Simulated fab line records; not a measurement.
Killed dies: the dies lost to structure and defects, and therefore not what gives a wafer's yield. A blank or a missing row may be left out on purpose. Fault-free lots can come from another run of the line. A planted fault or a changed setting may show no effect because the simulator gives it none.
fab line records -- flow gf180mcu
record: lots: 24, wafers: 72, last-day: 35
route steps=602 shown STI@26 DUAL_GATE@154 CONTACT@313 V3@430
lots that met no fault: taken from a fault-free run of the same line
start-h: hours from the record's opening day to when the first of the lot's shown wafers began -- wait-h: time in hours since the lot's previous step -- " identical to the entry in the row above -- L1.1+2: a single row standing in for several wafers -- - no value, or no start given -- * or withheld: withheld -- < > ~ a bound
route shown NAME@n: NAME is a module with steps in the file, n the number in the route of the first one -- usual: average and standard deviation across the fault-free wafers -- same: alike in all rows -- chamber/n: place in a boat -- sites: the reading at each site -- _std_site: how widely they spread, as a standard deviation -- _edge_site: the outer-site mean with the inner-site mean subtracted -- radius-mm: for every site, how far away it sits from the centre of the wafer -- mask NAME#n: copy n -- behind: the most recent tool/chamber to have shaped the wafer -- hold: the reason the lot was held/the length of the hold in hours/how it ended -- device: names the non-switching transistor (n, p or np) -- end of line: the tests these same wafers got at the end of their route -- step lacking rows: just its recipe -- killed: at the first sort, the dies lost to defects and structure; wafer yield is something else -- map: dies across one wafer; x = killed, . = not, _ = none there
set.NAME: setting as actually run; set.NAME@STEP: the setting as run at that earlier step -- model.NAME: the simulator's own value behind a step, which no gauge read
the route's steps for a sample of lots (tables are steps, rows are wafers)
services: the hour from which a tool's chamber was out of use, counted from the record's first day as start-h (under 0 if before that day), plus the number of hours and why
== steps ==
step: GF_STI_CMP_25
recipe: stop-on: Si3N4, t-overpolish-s: 33, down-force-psi: 4, platen-rpm: 60, target-thk-nm: 524.6, pad-velocity-m-s: 0.94248
usual: motor-current-A: 12.6/1.1, overpolish-run-s: 33.000/0.0088, time-to-endpoint-s: 120/4
lot.wafer,tool,chamber,start-h,wait-h,motor-current-A,overpolish-run-s,time-to-endpoint-s
L074.4,cmp-01,1,28.41,0.0,14.4,33.004,121
L074.1,cmp-01,2,28.41,0.0,10.7,33.012,118
L074.2,cmp-01,0,28.41,0.0,12.7,33.008,119
L075.1,cmp-01,1,32.41,0.2,13.7,33.023,118
L075.6,cmp-01,2,32.41,0.2,11.0,32.999,116
L075.5,cmp-01,3,32.41,0.2,14.4,32.999,119
L076.1,cmp-01,0,38.16,0.1,11.9,33.002,120
L076.3,cmp-01,1,38.16,0.1,13.6,32.997,118
L076.6,cmp-01,3,38.16,0.1,14.1,33.005,119
L077.3,cmp-02,3,44.35,0.0,11.5,32.995,122
L077.4,cmp-02,1,44.35,0.0,13.4,32.998,115
L077.2,cmp-02,2,44.35,0.0,12.9,33.005,113
L078.1,cmp-01,2,49.33,0.1,11.3,32.985,120
L078.2,cmp-01,3,49.33,0.1,14.3,32.994,120
L078.3,cmp-01,0,49.33,0.1,12.3,32.981,119
L079.4,cmp-02,0,54.02,0.1,13.3,32.995,119
L079.1,cmp-02,1,54.02,0.1,13.2,33.014,123
L079.5,cmp-02,2,54.02,0.1,12.6,33.016,120
L080.3,cmp-02,2,58.96,0.1,11.9,32.991,111
L080.4,cmp-02,3,58.96,0.1,11.3,32.995,120
L080.1,cmp-02,0,58.96,0.1,13.2,32.997,110
L081.2,cmp-02,1,63.82,0.1,13.5,32.992,123
L081.3,cmp-02,2,63.82,0.1,12.2,33.000,115
L081.5,cmp-02,3,63.82,0.1,11.7,32.998,120
L082.2,cmp-02,2,69.40,0.1,12.5,32.985,115
L082.1,cmp-02,3,69.40,0.1,11.7,33.014,122
L082.4,cmp-02,0,69.40,0.1,12.6,33.000,125
L083.1,cmp-01,3,76.06,0.1,15.0,32.989,117
L083.5,cmp-01,2,76.06,0.1,11.6,32.988,118
L083.6,cmp-01,3,76.06,0.1,14.4,32.986,117
L084.4,cmp-02,2,78.65,0.1,12.5,33.000,115
L084.6,cmp-02,1,78.65,0.1,12.8,32.991,123
L084.5,cmp-02,2,78.65,0.1,11.5,32.996,117
L085.1,cmp-01,0,87.10,0.1,12.6,32.991,123
L085.2,cmp-01,3,87.10,0.1,14.8,32.995,122
L085.6,cmp-01,0,87.10,0.1,12.6,33.019,122
L086.4,cmp-02,3,89.80,0.1,11.3,33.009,123
L086.3,cmp-02,0,89.80,0.1,13.0,33.006,118
L086.6,cmp-02,1,89.80,0.1,12.6,33.011,123
L087.1,cmp-02,1,95.06,0.1,13.3,33.006,123
L087.4,cmp-02,3,95.06,0.1,11.7,33.008,119
L087.6,cmp-02,2,95.06,0.1,12.2,33.007,115
L088.4,cmp-01,3,103.19,0.2,14.6,32.983,123
L088.2,cmp-01,0,103.19,0.2,12.6,33.004,127
L088.6,cmp-01,2,103.19,0.2,10.5,33.003,125
L089.2,cmp-01,2,105.64,0.0,11.3,33.000,118
L089.4,cmp-01,3,105.64,0.0,14.4,33.008,127
L089.3,cmp-01,0,105.64,0.0,12.9,33.000,124
L090.3,cmp-01,0,110.37,0.1,12.4,33.000,125
L090.4,cmp-01,1,110.37,0.1,13.6,33.001,124
L090.5,cmp-01,0,110.37,0.1,13.0,32.999,124
L091.1,cmp-02,2,115.79,0.4,11.8,33.006,117
L091.5,cmp-02,3,115.79,0.4,10.9,33.004,126
L091.6,cmp-02,0,115.79,0.4,12.6,33.010,118
L092.2,cmp-01,2,122.84,0.1,11.5,32.999,118
L092.1,cmp-01,3,122.84,0.1,14.3,32.995,126
L092.5,cmp-01,2,122.84,0.1,11.1,32.998,126
L093.2,cmp-01,0,127.53,0.0,13.2,32.984,122
L093.4,cmp-01,1,127.53,0.0,13.0,32.984,123
L093.6,cmp-01,1,127.53,0.0,12.9,32.993,120
L094.1,cmp-02,3,131.37,0.1,11.6,32.995,120
L094.6,cmp-02,2,131.37,0.1,12.5,32.989,117
L094.5,cmp-02,3,131.37,0.1,11.5,33.009,120
L095.4,cmp-01,0,136.20,0.0,13.2,33.006,127
L095.3,cmp-01,1,136.20,0.0,13.5,32.998,125
L095.1,cmp-01,3,136.20,0.0,14.3,32.990,122
L096.1,cmp-01,2,141.59,0.1,10.5,32.994,119
L096.6,cmp-01,0,141.59,0.1,12.5,32.990,129
L096.5,cmp-01,1,141.59,0.1,13.5,33.006,124
L097.2,cmp-02,0,146.20,0.0,13.4,32.996,119
L097.4,cmp-02,2,146.20,0.0,12.3,33.005,114
L097.1,cmp-02,3,146.20,0.0,12.0,32.996,123
step: GF_DUAL_GATE_STRIP_13
recipe: chemistry: O2/N2, power-w: 1400, pressure-mtorr: 1500, platen-temp-c: 250, o2-flow-sccm: 3000, n2-flow-sccm: 300, overash-fraction: 0.4727
usual: drypump-motor-current-A: 5.8/0.45, heater-power-w: 345/44, oes-product-au: 0.725/0.0047, strip-time-to-endpoint-s: 12.73/0.032
lot.wafer,tool,chamber,start-h,wait-h,drypump-motor-current-A,heater-power-w,oes-product-au,rf-hours-counter-h,strip-time-to-endpoint-s
L074.1,plasma-asher-04,0,185.71,0.0,5.6,344,0.716,49,12.76
L074.2,plasma-asher-04,1,185.71,0.0,5.5,392,0.729,49,12.76
L074.4,plasma-asher-04,0,185.71,0.0,5.6,343,0.719,-,12.77
L075.1,plasma-asher-04,1,193.43,0.0,5.5,385,0.725,50,12.68
L075.5,plasma-asher-04,1,193.43,0.0,5.5,389,0.731,-,12.75
L075.6,plasma-asher-04,0,193.43,0.0,5.6,343,0.724,-,12.66
L076.1,plasma-asher-01,1,198.10,0.0,5.1,312,0.728,54,12.78
L076.3,plasma-asher-01,1,198.10,0.0,5.1,315,0.720,-,12.79
L076.6,plasma-asher-01,1,198.10,0.0,5.1,320,0.727,-,12.78
L077.2,plasma-asher-02,0,205.13,0.0,6.5,398,0.726,9,12.75
L077.3,plasma-asher-02,1,205.13,0.0,6.1,309,0.724,-,12.76
L077.4,plasma-asher-02,0,205.13,0.0,6.5,389,0.726,-,12.77
L078.1,plasma-asher-01,0,212.62,0.0,5.6,259,0.729,55,12.74
L078.2,plasma-asher-01,1,212.62,0.0,5.1,311,0.722,55,12.78
L078.3,plasma-asher-01,0,212.62,0.0,5.6,266,0.722,-,12.75
L079.1,plasma-asher-04,0,220.38,0.0,5.7,339,0.726,52,12.70
L079.4,plasma-asher-04,1,220.38,0.0,5.5,397,0.724,-,12.67
L079.5,plasma-asher-04,1,220.38,0.0,5.5,387,0.727,-,12.73
L080.1,plasma-asher-04,0,225.97,0.0,5.7,335,0.720,53,12.78
L080.3,plasma-asher-04,0,225.97,0.0,5.7,344,0.721,-,12.76
L080.4,plasma-asher-04,1,225.97,0.0,5.5,391,0.722,-,12.77
L081.2,plasma-asher-02,1,232.28,0.0,6.1,311,0.714,12,12.70
L081.3,plasma-asher-02,0,232.28,0.0,6.5,382,0.728,-,12.71
L081.5,plasma-asher-02,1,232.28,0.0,6.1,310,0.721,-,12.75
L082.1,plasma-asher-02,0,242.35,0.0,6.5,393,0.721,13,12.75
L082.2,plasma-asher-02,1,242.35,0.0,6.1,301,0.724,13,12.76
L082.4,plasma-asher-02,1,242.35,0.0,6.1,310,0.722,-,12.72
L083.1,plasma-asher-01,0,249.44,0.0,5.7,266,0.732,59,12.76
L083.5,plasma-asher-01,1,249.44,0.0,5.1,311,0.717,-,12.77
L083.6,plasma-asher-01,0,249.44,0.0,5.6,268,0.719,-,12.71
L084.4,plasma-asher-04,1,250.42,0.0,5.5,394,0.733,-,12.73
L084.5,plasma-asher-04,1,250.42,0.0,5.4,388,0.735,-,12.73
L084.6,plasma-asher-04,0,250.42,0.0,5.7,355,0.724,-,12.77
L085.1,plasma-asher-02,0,263.72,0.0,6.5,396,0.722,16,12.73
L085.2,plasma-asher-02,1,263.72,0.0,6.1,299,0.729,16,12.74
L085.6,plasma-asher-02,1,263.72,0.0,6.1,313,0.723,-,12.70
L086.3,plasma-asher-04,1,268.05,0.0,5.5,389,0.721,-,12.75
L086.4,plasma-asher-04,0,268.05,0.0,5.7,354,0.733,-,12.72
L086.6,plasma-asher-04,1,268.05,0.0,5.4,386,0.728,-,12.75
L087.1,plasma-asher-04,0,274.56,0.0,5.6,346,0.725,59,12.75
L087.4,plasma-asher-04,0,274.56,0.0,5.7,347,0.732,-,12.81
L087.6,plasma-asher-04,1,274.56,0.0,5.5,386,0.719,-,12.75
L088.2,plasma-asher-01,0,283.72,0.0,5.6,266,0.717,64,12.72
L088.4,plasma-asher-01,1,283.72,0.0,5.1,312,0.728,-,12.72
L088.6,plasma-asher-01,0,283.72,0.0,5.6,264,0.724,-,12.75
L089.2,plasma-asher-02,1,291.46,0.0,6.1,311,0.733,19,12.72
L089.3,plasma-asher-02,1,291.46,0.0,6.1,308,0.724,-,12.74
L089.4,plasma-asher-02,0,291.46,0.0,6.5,392,0.718,-,12.71
L090.3,plasma-asher-02,0,294.81,0.0,6.5,410,0.723,-,12.69
L090.4,plasma-asher-02,1,294.81,0.0,6.1,304,0.720,-,12.74
L090.5,plasma-asher-02,0,294.81,0.0,6.5,400,0.719,-,12.66
L091.1,plasma-asher-04,0,303.50,0.0,5.6,345,0.732,62,12.75
L091.5,plasma-asher-04,1,303.50,0.0,5.5,380,0.739,-,12.72
L091.6,plasma-asher-04,0,303.50,0.0,5.7,353,0.726,-,12.74
L092.1,plasma-asher-02,0,312.86,0.0,6.5,395,0.724,22,12.73
L092.2,plasma-asher-02,1,312.86,0.0,6.1,306,0.727,22,12.72
L092.5,plasma-asher-02,0,312.86,0.0,6.5,395,0.729,-,12.71
L093.2,plasma-asher-01,1,317.47,0.0,5.1,312,0.720,65,12.78
L093.4,plasma-asher-01,0,317.47,0.0,5.6,260,0.728,-,12.75
L093.6,plasma-asher-01,0,317.47,0.0,5.6,260,0.724,-,12.73
L094.1,plasma-asher-04,1,323.30,0.0,5.5,389,0.723,64,12.70
L094.5,plasma-asher-04,1,323.30,0.0,5.5,393,0.721,-,12.74
L094.6,plasma-asher-04,0,323.30,0.0,5.6,346,0.731,-,12.76
L095.1,plasma-asher-02,1,329.55,0.0,6.1,304,0.729,24,12.74
L095.3,plasma-asher-02,0,329.55,0.0,6.5,397,0.726,-,12.74
L095.4,plasma-asher-02,1,329.55,0.0,6.1,305,0.716,-,12.73
L096.1,plasma-asher-04,1,338.08,0.0,5.5,391,0.734,66,12.69
L096.5,plasma-asher-04,0,338.08,0.0,5.7,347,0.731,-,12.74
L096.6,plasma-asher-04,1,338.08,0.0,5.5,388,0.726,-,12.71
L097.1,plasma-asher-02,0,344.36,0.0,6.5,386,0.721,25,12.70
L097.2,plasma-asher-02,1,344.36,0.0,6.1,298,0.724,25,12.72
L097.4,plasma-asher-02,1,344.36,0.0,6.1,308,0.722,-,12.69
step: GF_CONTACT_THK_MEAS_26
recipe: thk-meas-gauge: xrf, reads: W_of_CONTACT_CVD_24
usual: CONTACT_W_THK: 291/3.7
lot.wafer,tool,chamber,start-h,wait-h,CONTACT_W_THK[nm]
L074.1,film-metro-04,-,384.19,0.1,293
L074.2,film-metro-04,-,384.19,0.1,298
L074.4,film-metro-04,-,384.19,0.1,298
L075.1,film-metro-02,-,390.77,0.1,294
L075.5,film-metro-02,-,390.77,0.1,291
L075.6,film-metro-02,-,390.77,0.1,292
L076.1,film-metro-02,-,400.62,0.1,296
L076.3,film-metro-02,-,400.62,0.1,293
L076.6,film-metro-02,-,400.62,0.1,295
L077.2,film-metro-03,-,408.78,0.1,292
L077.3,film-metro-03,-,408.78,0.1,293
L077.4,film-metro-03,-,408.78,0.1,299
L078.1,film-metro-02,-,414.48,0.1,296
L078.2,film-metro-02,-,414.48,0.1,295
L078.3,film-metro-02,-,414.48,0.1,295
L079.1,film-metro-03,-,430.24,0.1,290
L079.4,film-metro-03,-,430.24,0.1,295
L079.5,film-metro-03,-,430.24,0.1,290
L080.1,film-metro-02,-,435.33,0.1,285
L080.3,film-metro-02,-,435.33,0.1,288
L080.4,film-metro-02,-,435.33,0.1,288
L081.2,film-metro-03,-,442.60,0.1,291
L081.3,film-metro-03,-,442.60,0.1,292
L081.5,film-metro-03,-,442.60,0.1,292
L082.1,film-metro-02,-,455.32,0.1,289
L082.2,film-metro-02,-,455.32,0.1,291
L082.4,film-metro-02,-,455.32,0.1,289
L083.1,film-metro-03,-,462.18,0.1,292
L083.5,film-metro-03,-,462.18,0.1,288
L083.6,film-metro-03,-,462.18,0.1,291
L084.4,film-metro-03,-,464.77,0.1,296
L084.5,film-metro-03,-,464.77,0.1,297
L084.6,film-metro-03,-,464.77,0.1,295
L085.1,film-metro-02,-,483.59,0.1,291
L085.2,film-metro-02,-,483.59,0.1,293
L085.6,film-metro-02,-,483.59,0.1,290
L086.3,film-metro-02,-,489.46,0.1,288
L086.4,film-metro-02,-,489.46,0.1,292
L086.6,film-metro-02,-,489.46,0.1,292
L087.1,film-metro-02,-,496.97,0.1,285
L087.4,film-metro-02,-,496.97,0.1,286
L087.6,film-metro-02,-,496.97,0.1,286
L088.2,film-metro-03,-,505.15,0.1,295
L088.4,film-metro-03,-,505.15,0.1,291
L088.6,film-metro-03,-,505.15,0.1,294
L089.2,film-metro-02,-,515.09,0.1,290
L089.3,film-metro-02,-,515.09,0.1,289
L089.4,film-metro-02,-,515.09,0.1,284
L090.3,film-metro-02,-,521.70,0.1,288
L090.4,film-metro-02,-,521.70,0.1,282
L090.5,film-metro-02,-,521.70,0.1,288
L091.1,film-metro-02,-,528.89,0.1,295
L091.5,film-metro-02,-,528.89,0.1,293
L091.6,film-metro-02,-,528.89,0.1,294
L092.1,film-metro-04,-,538.06,0.1,298
L092.2,film-metro-04,-,538.06,0.1,291
L092.5,film-metro-04,-,538.06,0.1,299
L093.2,film-metro-02,-,546.21,0.1,297
L093.4,film-metro-02,-,546.21,0.1,291
L093.6,film-metro-02,-,546.21,0.1,297
L094.1,film-metro-03,-,548.48,0.1,288
L094.5,film-metro-03,-,548.48,0.1,290
L094.6,film-metro-03,-,548.48,0.1,289
L095.1,film-metro-02,-,556.92,0.1,294
L095.3,film-metro-02,-,556.92,0.1,292
L095.4,film-metro-02,-,556.92,0.1,291
L096.1,film-metro-04,-,564.49,0.1,287
L096.5,film-metro-04,-,564.49,0.1,286
L096.6,film-metro-04,-,564.49,0.1,287
L097.1,film-metro-02,-,573.42,0.1,293
L097.2,film-metro-02,-,573.42,0.1,289
L097.4,film-metro-02,-,573.42,0.1,290
step: GF_V3_THK_MEAS_01
recipe: reads: SiO2_of_V3_CVD_00
usual: V3_CVD_00_THK: 599/5.1
lot.wafer,tool,chamber,start-h,wait-h,V3_CVD_00_THK[nm]
L074.1,film-metro-01,-,515.25,0.0,591
L074.2,film-metro-01,-,515.25,0.0,599
L074.4,film-metro-01,-,515.25,0.0,594
L075.1,film-metro-01,-,519.81,0.0,596
L075.5,film-metro-01,-,519.81,0.0,605
L075.6,film-metro-01,-,519.81,0.0,587
L076.1,film-metro-01,-,530.61,0.0,608
L076.3,film-metro-01,-,530.61,0.0,606
L076.6,film-metro-01,-,530.61,0.0,599
L077.2,film-metro-01,-,537.39,0.0,595
L077.3,film-metro-01,-,537.39,0.0,604
L077.4,film-metro-01,-,537.39,0.0,596
L078.1,film-metro-03,-,545.09,0.0,604
L078.2,film-metro-03,-,545.09,0.0,595
L078.3,film-metro-03,-,545.09,0.0,598
L079.1,film-metro-04,-,558.93,0.0,604
L079.4,film-metro-04,-,558.93,0.0,605
L079.5,film-metro-04,-,558.93,0.0,600
L080.1,film-metro-04,-,563.37,0.0,603
L080.3,film-metro-04,-,563.37,0.0,603
L080.4,film-metro-04,-,563.37,0.0,595
L081.2,film-metro-03,-,571.35,0.0,597
L081.3,film-metro-03,-,571.35,0.0,597
L081.5,film-metro-03,-,571.35,0.0,598
L082.1,film-metro-03,-,582.55,0.0,592
L082.2,film-metro-03,-,582.55,0.0,592
L082.4,film-metro-03,-,582.55,0.0,598
L083.1,film-metro-03,-,588.46,0.0,598
L083.5,film-metro-03,-,588.46,0.0,596
L083.6,film-metro-03,-,588.46,0.0,589
L084.4,film-metro-04,-,591.40,0.0,602
L084.5,film-metro-04,-,591.40,0.0,593
L084.6,film-metro-04,-,591.40,0.0,596
L085.1,film-metro-01,-,606.65,0.0,596
L085.2,film-metro-01,-,606.65,0.0,597
L085.6,film-metro-01,-,606.65,0.0,596
L086.3,film-metro-01,-,612.98,0.1,595
L086.4,film-metro-01,-,612.98,0.1,608
L086.6,film-metro-01,-,612.98,0.1,610
L087.1,film-metro-01,-,618.85,0.0,603
L087.4,film-metro-01,-,618.85,0.0,599
L087.6,film-metro-01,-,618.85,0.0,596
L088.2,film-metro-04,-,625.47,0.0,606
L088.4,film-metro-04,-,625.47,0.0,609
L088.6,film-metro-04,-,625.47,0.0,602
L089.2,film-metro-01,-,634.12,0.0,597
L089.3,film-metro-01,-,634.12,0.0,598
L089.4,film-metro-01,-,634.12,0.0,600
L090.3,film-metro-01,-,639.63,0.1,599
L090.4,film-metro-01,-,639.63,0.1,604
L090.5,film-metro-01,-,639.63,0.1,593
L091.1,film-metro-04,-,646.01,0.0,596
L091.5,film-metro-04,-,646.01,0.0,595
L091.6,film-metro-04,-,646.01,0.0,594
L092.1,film-metro-03,-,654.18,0.0,599
L092.2,film-metro-03,-,654.18,0.0,595
L092.5,film-metro-03,-,654.18,0.0,602
L093.2,film-metro-03,-,660.98,0.0,600
L093.4,film-metro-03,-,660.98,0.0,601
L093.6,film-metro-03,-,660.98,0.0,595
L094.1,film-metro-01,-,663.24,0.0,611
L094.5,film-metro-01,-,663.24,0.0,611
L094.6,film-metro-01,-,663.24,0.0,603
L095.1,film-metro-04,-,670.06,0.0,590
L095.3,film-metro-04,-,670.06,0.0,596
L095.4,film-metro-04,-,670.06,0.0,602
L096.1,film-metro-01,-,678.20,0.0,601
L096.5,film-metro-01,-,678.20,0.0,603
L096.6,film-metro-01,-,678.20,0.0,606
L097.1,film-metro-04,-,684.78,0.0,597
L097.2,film-metro-04,-,684.78,0.0,599
L097.4,film-metro-04,-,684.78,0.0,595
step: GF_V3_CMP_04
recipe: material: SiO2, down-force-psi: 4, platen-rpm: 60, pad-velocity-m-s: 0.94248
usual: motor-current-A: 12.5/1, time-to-endpoint-s: 78/5.9
lot.wafer,tool,chamber,start-h,wait-h,motor-current-A,time-to-endpoint-s
L074.1,cmp-01,1,515.44,0.1,13.4,70
L074.2,cmp-01,2,515.44,0.1,11.0,78
L074.4,cmp-01,3,515.44,0.1,13.7,81
L075.1,cmp-01,0,520.00,0.1,12.9,79
L075.6,cmp-01,0,520.00,0.1,13.2,88
L075.5,cmp-01,1,520.00,0.1,12.8,79
L076.3,cmp-02,2,530.80,0.0,12.2,69
L076.1,cmp-02,0,530.80,0.0,13.4,69
L076.6,cmp-02,2,530.80,0.0,12.4,67
L077.2,cmp-02,3,537.57,0.0,10.9,77
L077.4,cmp-02,1,537.57,0.0,12.3,77
L077.3,cmp-02,2,537.57,0.0,12.6,73
L078.3,cmp-02,0,545.28,0.0,12.9,71
L078.1,cmp-02,2,545.28,0.0,11.6,69
L078.2,cmp-02,3,545.28,0.0,11.3,75
L079.1,cmp-01,2,559.12,0.1,11.4,85
L079.4,cmp-01,1,559.12,0.1,14.2,93
L079.5,cmp-01,2,559.12,0.1,11.3,88
L080.3,cmp-01,1,563.56,0.0,14.2,87
L080.1,cmp-01,2,563.56,0.0,11.3,81
L080.4,cmp-01,3,563.56,0.0,14.3,92
L081.3,cmp-01,0,571.53,0.0,13.0,87
L081.2,cmp-01,2,571.53,0.0,11.2,81
L081.5,cmp-01,0,571.53,0.0,12.6,83
L082.1,cmp-01,0,582.74,0.1,12.6,77
L082.4,cmp-01,1,582.74,0.1,13.1,79
L082.2,cmp-01,2,582.74,0.1,11.2,77
L083.1,cmp-01,0,588.65,0.1,13.1,81
L083.5,cmp-01,0,588.65,0.1,12.8,81
L083.6,cmp-01,1,588.65,0.1,12.8,78
L084.4,cmp-02,1,591.74,0.2,12.6,84
L084.6,cmp-02,2,591.74,0.2,11.9,78
L084.5,cmp-02,3,591.74,0.2,11.5,80
L085.1,cmp-02,0,606.97,0.1,12.4,68
L085.2,cmp-02,1,606.97,0.1,13.0,74
L085.6,cmp-02,2,606.97,0.1,12.4,71
L086.4,cmp-02,3,613.15,0.0,11.2,84
L086.3,cmp-02,2,613.15,0.0,12.6,76
L086.6,cmp-02,0,613.15,0.0,12.8,79
L087.4,cmp-02,1,619.09,0.1,13.1,76
L087.1,cmp-02,2,619.09,0.1,12.0,70
L087.6,cmp-02,1,619.09,0.1,13.6,82
L088.4,cmp-01,3,625.79,0.1,14.2,78
L088.2,cmp-01,0,625.79,0.1,13.0,74
L088.6,cmp-01,1,625.79,0.1,12.5,79
L089.2,cmp-01,0,634.33,0.0,13.4,75
L089.3,cmp-01,1,634.33,0.0,13.0,79
L089.4,cmp-01,3,634.33,0.0,14.6,82
L090.3,cmp-01,3,639.80,0.0,14.3,79
L090.4,cmp-01,1,639.80,0.0,12.9,81
L090.5,cmp-01,0,639.80,0.0,12.8,82
L091.1,cmp-01,3,646.35,0.2,14.1,81
L091.5,cmp-01,0,646.35,0.2,13.2,87
L091.6,cmp-01,1,646.35,0.2,13.7,81
L092.2,cmp-02,0,654.37,0.0,12.5,67
L092.1,cmp-02,2,654.37,0.0,12.0,72
L092.5,cmp-02,1,654.37,0.0,13.5,72
L093.4,cmp-02,0,661.26,0.1,13.0,78
L093.2,cmp-02,1,661.26,0.1,13.6,76
L093.6,cmp-02,3,661.26,0.1,11.3,78
L094.1,cmp-02,1,663.53,0.1,12.6,71
L094.6,cmp-02,3,663.53,0.1,10.9,80
L094.5,cmp-02,0,663.53,0.1,13.1,78
L095.3,cmp-01,1,670.25,0.0,12.6,80
L095.4,cmp-01,3,670.25,0.0,14.7,84
L095.1,cmp-01,0,670.25,0.0,12.2,82
L096.1,cmp-02,2,678.49,0.1,12.6,69
L096.6,cmp-02,0,678.49,0.1,12.7,71
L096.5,cmp-02,1,678.49,0.1,13.2,78
L097.4,cmp-02,3,685.02,0.1,11.6,78
L097.1,cmp-02,0,685.02,0.1,12.1,72
L097.2,cmp-02,1,685.02,0.1,13.3,71
step: GF_V3_SPUTTER_22
recipe: material: TiN, target-thk-nm: 10, chamber-pressure-pa: 5, power-w: 4000, time-s: 40
usual: cathode-dc-power-W: 4000.0/0.7, throttle-valve-pct: 30.0/0.85
lot.wafer,tool,chamber,start-h,wait-h,cathode-dc-power-W,throttle-valve-pct
L074.1,pvd-sputter-04,-,540.51,0.0,3999.4,29.9
L074.2,pvd-sputter-04,-,540.51,0.0,4000.1,28.7
L074.4,pvd-sputter-04,-,540.51,0.0,4000.9,30.1
L075.1,pvd-sputter-03,-,544.61,0.0,3999.9,31.2
L075.5,pvd-sputter-03,-,544.61,0.0,3999.5,29.3
L075.6,pvd-sputter-03,-,544.61,0.0,3999.7,31.2
L076.1,pvd-sputter-03,-,555.32,0.0,4000.4,30.0
L076.3,pvd-sputter-03,-,555.32,0.0,4000.9,30.9
L076.6,pvd-sputter-03,-,555.32,0.0,3999.9,29.1
L077.2,pvd-sputter-03,-,562.30,0.0,3999.5,31.2
L077.3,pvd-sputter-03,-,562.30,0.0,3999.2,30.1
L077.4,pvd-sputter-03,-,562.30,0.0,4000.4,28.9
L078.1,pvd-sputter-03,-,568.99,0.0,3999.7,29.1
L078.2,pvd-sputter-03,-,568.99,0.0,3998.6,30.9
L078.3,pvd-sputter-03,-,568.99,0.0,4000.5,31.1
L079.1,pvd-sputter-03,-,582.48,0.0,3999.5,29.3
L079.4,pvd-sputter-03,-,582.48,0.0,3999.4,29.9
L079.5,pvd-sputter-03,-,582.48,0.0,4001.1,29.3
L080.1,pvd-sputter-02,-,586.83,0.0,4000.7,29.2
L080.3,pvd-sputter-02,-,586.83,0.0,3999.8,28.9
L080.4,pvd-sputter-02,-,586.83,0.0,3998.9,30.5
L081.2,pvd-sputter-03,-,594.63,0.0,3999.3,29.8
L081.3,pvd-sputter-03,-,594.63,0.0,4000.7,31.4
L081.5,pvd-sputter-03,-,594.63,0.0,3999.9,31.3
L082.1,pvd-sputter-03,-,604.99,0.0,4000.7,29.9
L082.2,pvd-sputter-03,-,604.99,0.0,4000.8,31.1
L082.4,pvd-sputter-03,-,604.99,0.0,4000.5,31.3
L083.1,pvd-sputter-03,-,611.23,0.0,4000.2,29.3
L083.5,pvd-sputter-03,-,611.23,0.0,3999.9,31.3
L083.6,pvd-sputter-03,-,611.23,0.0,3999.5,28.9
L084.4,pvd-sputter-02,-,614.61,0.0,3999.0,30.0
L084.5,pvd-sputter-02,-,614.61,0.0,3999.8,29.1
L084.6,pvd-sputter-02,-,614.61,0.0,4000.1,30.2
L085.1,pvd-sputter-03,-,627.92,0.0,4000.2,31.2
L085.2,pvd-sputter-03,-,627.92,0.0,3999.4,31.3
L085.6,pvd-sputter-03,-,627.92,0.0,4000.1,31.1
L086.3,pvd-sputter-02,-,634.81,0.0,4000.8,29.0
L086.4,pvd-sputter-02,-,634.81,0.0,4000.9,29.2
L086.6,pvd-sputter-02,-,634.81,0.0,4001.0,29.3
L087.1,pvd-sputter-02,-,639.99,0.0,4001.0,29.0
L087.4,pvd-sputter-02,-,639.99,0.0,3999.1,28.9
L087.6,pvd-sputter-02,-,639.99,0.0,4000.1,29.2
L088.2,pvd-sputter-03,-,647.34,0.0,4001.2,29.9
L088.4,pvd-sputter-03,-,647.34,0.0,3999.5,30.9
L088.6,pvd-sputter-03,-,647.34,0.0,4000.4,29.3
L089.2,pvd-sputter-03,-,655.89,0.0,4001.0,28.9
L089.3,pvd-sputter-03,-,655.89,0.0,3999.9,31.2
L089.4,pvd-sputter-03,-,655.89,0.0,4000.4,29.8
L090.3,pvd-sputter-03,-,661.61,0.0,4000.2,29.9
L090.4,pvd-sputter-03,-,661.61,0.0,4000.5,31.3
L090.5,pvd-sputter-03,-,661.61,0.0,4000.6,31.1
L091.1,pvd-sputter-02,-,667.08,0.0,4000.3,29.3
L091.5,pvd-sputter-02,-,667.08,0.0,3999.8,30.1
L091.6,pvd-sputter-02,-,667.08,0.0,4000.0,30.2
L092.1,pvd-sputter-04,-,675.23,0.0,4000.3,30.0
L092.2,pvd-sputter-04,-,675.23,0.0,3999.2,28.6
L092.5,pvd-sputter-04,-,675.23,0.0,4000.1,29.7
L093.2,pvd-sputter-02,-,682.21,0.0,4001.3,30.5
L093.4,pvd-sputter-02,-,682.21,0.0,4000.6,29.2
L093.6,pvd-sputter-02,-,682.21,0.0,3999.1,30.1
L094.1,pvd-sputter-03,-,685.11,0.0,4001.6,30.0
L094.5,pvd-sputter-03,-,685.11,0.0,4000.7,30.9
L094.6,pvd-sputter-03,-,685.11,0.0,4001.7,29.9
L095.1,pvd-sputter-04,-,691.22,0.0,3999.4,29.9
L095.3,pvd-sputter-04,-,691.22,0.0,3999.6,29.5
L095.4,pvd-sputter-04,-,691.22,0.0,3999.2,28.7
L096.1,pvd-sputter-02,-,698.59,0.0,3999.6,29.9
L096.5,pvd-sputter-02,-,698.59,0.0,4000.7,29.1
L096.6,pvd-sputter-02,-,698.59,0.0,4000.6,30.4
L097.1,pvd-sputter-02,-,705.03,0.0,4000.0,29.0
L097.2,pvd-sputter-02,-,705.03,0.0,3999.8,29.2
L097.4,pvd-sputter-02,-,705.03,0.0,4000.2,30.5
== services ==
tool,chamber,start-h,hours,kind
cmp-02,-,29.97,0.7,repair
cmp-01,-,38.66,2.1,repair
cmp-02,-,64.02,4.0,pm
cmp-01,-,112.78,4.3,repair
cmp-01,-,115.37,0.5,repair
cmp-02,-,118.33,0.8,repair
cmp-02,-,164.02,1.0,repair
cmp-01,-,232.00,4.0,pm
cmp-02,-,248.57,0.3,repair
cmp-01,-,253.88,1.0,repair
cmp-02,-,256.95,7.2,pm
cmp-01,-,263.53,7.1,repair
cmp-01,-,270.62,8.2,pm
cmp-02,-,272.01,2.9,repair
cmp-02,-,333.73,0.9,repair
cmp-01,-,336.58,4.0,pm
cmp-02,-,338.68,0.3,repair
cmp-02,-,354.81,4.0,pm
cmp-01,-,438.60,1.0,repair
cmp-01,-,572.00,4.0,pm
cmp-01,-,574.42,0.3,repair
cmp-01,-,600.84,15.3,pm
cmp-01,-,636.91,0.2,repair
cmp-01,-,642.12,2.9,repair
== key ==
fault none
